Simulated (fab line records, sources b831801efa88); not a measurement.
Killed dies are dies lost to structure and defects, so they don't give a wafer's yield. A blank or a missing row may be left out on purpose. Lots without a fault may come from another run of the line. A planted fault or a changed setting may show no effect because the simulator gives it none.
fab line records | flow gf180mcu | part 2 of 2: steps 29 to 37 of 37
record lots=5 wafers=15 last_day=34
route steps=602 shown M1@331 V1@335 M2@362
lots that met no fault: from a run of the same line without faults
start_h: hours from the record's first day to the start of the lot's first wafer shown | wait_h: hours since the lot's step before | " the same as in the row above | L1.1+2: a row that stands for several wafers | - no value, or no start given | * or withheld: withheld | < > ~ a bound
route shown NAME@n: a module of which the file shows steps, and the number in the route of the first | usual: mean/standard deviation of fault-free wafers | same: alike in all rows | chamber/n: place in a boat | sites: the reading at each site | _std_site: their standard deviation | _edge_site: outer sites' mean less inner sites' | radius_mm: how far each site lies from the wafer's centre | mask NAME#n: copy n | behind: the tool/chamber that last shaped the wafer | hold: why the lot was held/for how many hours/how that ended | device: the transistor (n, p or np) that didn't switch | end of line: the same wafers' tests at the end of the route | a step without rows: its recipe alone | killed: dies lost to structure and defects at the first sort, not the wafer's yield | map: a wafer's dies, x killed, . not, _ none there
set.NAME: the setting as run; set.NAME@STEP: as run at that earlier step | model.NAME: the simulator's own value behind a step, which no gauge read
lots at some steps of the route; a table a step, a row a wafer
services: from which hour (start_h, from the record's first day; less than 0 if before it) a tool's chamber was out of use, for how many hours, and why
## steps
# step GF_V1_RS_MEAS_24
# recipe thk_meas_gauge=four-point-probe reads=W_of_V1_CVD_23+TiN_of_V1_SPUTTER_22+Ti_of_V1_SPUTTER_21
# usual V1_W_RS=0.325/0.0053
# columns lot.wafer tool chamber start_h wait_h V1_W_RS[ohm/sq]
L082.1 film_metro-01 - 486.53 0.1 0.321
L082.4 " - " " 0.331
L082.5 " - " " 0.323
L090.3 film_metro-01 - 549.39 0.1 0.320
L090.4 " - " " 0.326
L090.6 " - " " 0.327
L092.3 film_metro-01 - 568.17 0.1 0.319
L092.5 " - " " 0.328
L092.6 " - " " 0.315
L095.1 film_metro-03 - 587.52 0.1 0.326
L095.2 " - " " 0.315
L095.6 " - " " 0.316
L096.1 film_metro-01 - 595.47 0.1 0.317
L096.2 " - " " 0.327
L096.4 " - " " 0.319
# step GF_V1_THK_MEAS_25
# recipe thk_meas_gauge=xrf reads=W_of_V1_CVD_23
# usual V1_W_THK=341/5.5
# columns lot.wafer tool chamber start_h wait_h V1_W_THK[nm]
L082.1 film_metro-01 - 486.65 0.1 346
L082.4 " - " " 334
L082.5 " - " " 344
L090.3 film_metro-01 - 549.49 0.1 345
L090.4 " - " " 337
L090.6 " - " " 337
L092.3 film_metro-01 - 568.27 0.1 343
L092.5 " - " " 335
L092.6 " - " " 345
L095.1 film_metro-03 - 587.64 0.1 341
L095.2 " - " " 351
L095.6 " - " " 350
L096.1 film_metro-01 - 595.59 0.1 351
L096.2 " - " " 340
L096.4 " - " " 347
# step GF_V1_CMP_26
# recipe stop_on=SiO2 down_force_psi=3.5 platen_rpm=60 t_overpolish_s=15 target_thk_nm=0 pad_velocity_m_s=0.94248
# usual motor_current_A=11.1/1.2 overpolish_run_s=15.000/0.0086 time_to_endpoint_s=86/3.7
# same t_overpolish_s=15
# columns lot.wafer tool chamber start_h wait_h motor_current_A overpolish_run_s time_to_endpoint_s
L082.1 cmp-02 3 486.81 0.1 12.6 14.990 91
L082.4 " 0 " " 11.5 15.014 87
L082.5 " 2 " " 9.9 15.015 84
L090.4 cmp-01 3 549.53 0.0 12.6 14.993 89
L090.3 " 1 " " 12.4 15.000 94
L090.6 " 3 " " 11.5 14.985 89
L092.3 cmp-01 1 568.36 0.1 13.1 15.004 86
L092.5 " 0 " " 10.3 14.999 81
L092.6 " 1 " " 13.3 14.993 92
L095.1 cmp-02 3 587.70 0.1 12.5 15.001 93
L095.2 " 1 " " 10.7 14.996 89
L095.6 " 0 " " 11.6 15.003 98
L096.1 cmp-02 2 595.65 0.1 10.0 14.994 86
L096.4 " 3 " " 12.3 15.005 88
L096.2 " 1 " " 10.8 15.009 82
# step GF_M2_SPUTTER_00
# recipe material=Ti target_thk_nm=37.5 arriving_ion_energy_ev=80 substrate_temp_c=200 chamber_pressure_pa=2 power_w=4000 time_s=150
# usual throttle_valve_pct=30.4/0.7
# columns lot.wafer tool chamber start_h wait_h throttle_valve_pct
L082.1 pvd_sputter-03 - 487.01 0.1 29.9
L082.4 " - " " 30.0
L082.5 " - " " 30.1
L090.3 pvd_sputter-01 - 549.83 0.1 27.8
L090.4 " - " " 30.5
L090.6 " - " " 29.8
L092.3 pvd_sputter-04 - 568.61 0.2 30.0
L092.5 " - " " 30.2
L092.6 " - " " 30.6
L095.1 pvd_sputter-04 - 588.00 0.2 29.8
L095.2 " - " " 31.8
L095.6 " - " " 29.8
L096.1 pvd_sputter-04 - 595.95 0.2 30.5
L096.2 " - " " 31.9
L096.4 " - " " 30.6
# step GF_M2_SPUTTER_01
# recipe material=TiN target_thk_nm=30 power_w=6500 time_s=25 chamber_pressure_pa=0.4
# usual throttle_valve_pct=30.4/0.73
# columns lot.wafer tool chamber start_h wait_h throttle_valve_pct
L082.1 pvd_sputter-03 - 487.11 0.1 30.2
L082.4 " - " " 29.9
L082.5 " - " " 30.1
L090.3 pvd_sputter-01 - 549.93 0.1 27.4
L090.4 " - " " 30.9
L090.6 " - " " 29.7
L092.3 pvd_sputter-04 - 568.71 0.1 30.0
L092.5 " - " " 30.0
L092.6 " - " " 30.5
L095.1 pvd_sputter-04 - 588.10 0.1 30.1
L095.2 " - " " 31.7
L095.6 " - " " 30.0
L096.1 pvd_sputter-04 - 596.05 0.1 30.3
L096.2 " - " " 32.0
L096.4 " - " " 30.3
# step GF_M2_SPUTTER_02
# recipe material=AlCu target_thk_nm=450 power_w=10600 time_s=23.9 chamber_pressure_pa=0.4
# usual throttle_valve_pct=30.4/0.7
# columns lot.wafer tool chamber start_h wait_h throttle_valve_pct
L082.1 pvd_sputter-03 - 487.14 0.0 29.7
L082.4 " - " " 30.0
L082.5 " - " " 30.3
L090.3 pvd_sputter-01 - 549.96 0.0 27.8
L090.4 " - " " 30.7
L090.6 " - " " 29.8
L092.3 pvd_sputter-04 - 568.74 0.0 30.0
L092.5 " - " " 30.1
L092.6 " - " " 30.4
L095.1 pvd_sputter-04 - 588.13 0.0 30.1
L095.2 " - " " 31.7
L095.6 " - " " 29.8
L096.1 pvd_sputter-04 - 596.08 0.0 30.4
L096.2 " - " " 31.8
L096.4 " - " " 30.6
# step GF_M2_SPUTTER_03
# recipe material=Ti target_thk_nm=10 substrate_temp_c=300 chamber_pressure_pa=0.3 power_w=3000 time_s=6.7
# usual throttle_valve_pct=30.4/0.72
# columns lot.wafer tool chamber start_h wait_h throttle_valve_pct
L082.1 pvd_sputter-03 - 487.17 0.0 29.9
L082.4 " - " " 30.1
L082.5 " - " " 30.0
L090.3 pvd_sputter-01 - 549.99 0.0 27.6
L090.4 " - " " 30.6
L090.6 " - " " 29.8
L092.3 pvd_sputter-04 - 568.77 0.0 29.8
L092.5 " - " " 29.8
L092.6 " - " " 30.5
L095.1 pvd_sputter-04 - 588.16 0.0 29.9
L095.2 " - " " 31.9
L095.6 " - " " 29.9
L096.1 pvd_sputter-04 - 596.11 0.0 30.2
L096.2 " - " " 32.2
L096.4 " - " " 30.5
# step GF_M2_SPUTTER_04
# recipe material=TiN target_thk_nm=50 power_w=6500 time_s=41.7 chamber_pressure_pa=0.4
# usual throttle_valve_pct=30.4/0.71
# columns lot.wafer tool chamber start_h wait_h throttle_valve_pct
L082.1 pvd_sputter-03 - 487.19 0.0 30.0
L082.4 " - " " 29.8
L082.5 " - " " 30.2
L090.3 pvd_sputter-01 - 550.01 0.0 27.7
L090.4 " - " " 31.0
L090.6 " - " " 29.9
L092.3 pvd_sputter-04 - 568.79 0.0 29.9
L092.5 " - " " 29.9
L092.6 " - " " 30.7
L095.1 pvd_sputter-04 - 588.18 0.0 30.0
L095.2 " - " " 31.9
L095.6 " - " " 30.0
L096.1 pvd_sputter-04 - 596.13 0.0 30.2
L096.2 " - " " 31.7
L096.4 " - " " 30.6
# step GF_M2_RS_MEAS_05
# recipe thk_meas_gauge=four-point-probe reads=TiN_of_M2_SPUTTER_04+Ti_of_M2_SPUTTER_03+AlCu_of_M2_SPUTTER_02+TiN_of_M2_SPUTTER_01+Ti_of_M2_SPUTTER_00
# usual M2_ALCU_RS=0.0697/0.00079
# columns lot.wafer tool chamber start_h wait_h M2_ALCU_RS[ohm/sq]
L082.1 film_metro-04 - 487.23 0.0 0.0693
L082.4 " - " " 0.0706
L082.5 " - " " 0.0706
L090.3 film_metro-01 - 550.09 0.1 0.0688
L090.4 " - " " 0.0686
L090.6 " - " " 0.0695
L092.3 film_metro-04 - 568.87 0.1 0.0695
L092.5 " - " " 0.0693
L092.6 " - " " 0.0694
L095.1 film_metro-04 - 588.22 0.0 0.0707
L095.2 " - " " 0.0696
L095.6 " - " " 0.0707
L096.1 film_metro-01 - 596.17 0.0 0.0695
L096.2 " - " " 0.0687
L096.4 " - " " 0.0703
## services
# columns tool chamber start_h hours kind
plasma_asher-03 - 452.15 2.8 repair
cmp-02 - 457.95 2.5 repair
rie_diel-02 2 460.47 50.8 repair
pvd_sputter-04 - 470.16 5.5 repair
cmp-01 - 472.05 0.4 repair
cmp-01 - 476.36 2.2 repair
wet_bench-03 - 480.19 22.1 repair
krf_scanner-02 - 494.77 1.0 pm
krf_scanner-02 - 495.77 4.0 pm
cvd_w-01 0 497.35 3.0 repair
pvd_sputter-01 - 529.28 2.3 repair
krf_scanner-02 - 530.90 0.8 pm
krf_scanner-02 - 543.97 1.3 pm
rie_diel-02 0 549.69 8.5 repair
plasma_asher-04 - 552.38 2.8 pm
krf_scanner-02 - 561.37 9.4 repair
cmp-01 - 564.45 3.0 repair
wet_bench-03 - 564.70 1.8 repair
pvd_sputter-03 - 566.41 1.1 repair
cmp-02 - 572.27 4.0 pm
rie_diel-04 1 579.18 6.6 repair
cmp-02 - 579.52 2.0 repair
pvd_sputter-03 - 594.09 1.0 repair
rie_diel-04 0 595.90 26.1 repair
